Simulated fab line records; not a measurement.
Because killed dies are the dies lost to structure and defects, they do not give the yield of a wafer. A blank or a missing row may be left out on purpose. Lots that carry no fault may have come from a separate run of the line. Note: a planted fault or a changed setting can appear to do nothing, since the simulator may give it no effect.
Which of the tools did it? :: flow sky130 :: route of 708 steps, sampled at 1 step: 6 lots, 18 wafers

WHAT THE GAUGES SHOWED, per wafer
SKY_VT_ADJUST_HVTR_CD_MEAS_07 targets a cd of 380 nm.
lot: L910
measured: day 9 23:43
on: cdSem-02
cdNm (nm): 380.8 379.6 381.3

lot: L912
measured: day 10 01:50
on: cdSem-02
cdNm (nm): 379.9 376.1 379.8

lot: L916
measured: day 11 11:53
on: cdSem-01
cdNm (nm): 382.2 382.7 381.4

lot: L924
measured: day 14 05:19
on: cdSem-01
cdNm (nm): 379.7 380.4 380.3

lot: L928
measured: day 15 09:34
on: cdSem-01
cdNm (nm): 380.4 380.8 379.8

lot: L930
measured: day 15 20:23
on: cdSem-01
cdNm (nm): 381.9 381.4 380.1

TOOL THAT RAN EACH LOT (tool first, then ch and the chambers of the sampled wafers, then the start)
Before these readings, the record contains no process step.

THE ANSWER, worked out from the rows above alone
Rule: the usual values come from the lots themselves. Put in order of their means at a reading, lots are off if they are a third of the lots or fewer, leave a main group of 4 or more, and stand apart from it by a gap of 3 or more times the standard deviation of the main group's means; of several such gaps the widest counts. If all means in a main group match to the digits the tables above print for the reading, that group is not used. Also off: a lot with no number at a reading for which 4 or more lots have one. Any other lot the step has rows for is counted as sound.
No lot is off at any reading shown: from this, nothing can be told.

WHAT HAD BEEN PUT IN BY THE SIMULATOR
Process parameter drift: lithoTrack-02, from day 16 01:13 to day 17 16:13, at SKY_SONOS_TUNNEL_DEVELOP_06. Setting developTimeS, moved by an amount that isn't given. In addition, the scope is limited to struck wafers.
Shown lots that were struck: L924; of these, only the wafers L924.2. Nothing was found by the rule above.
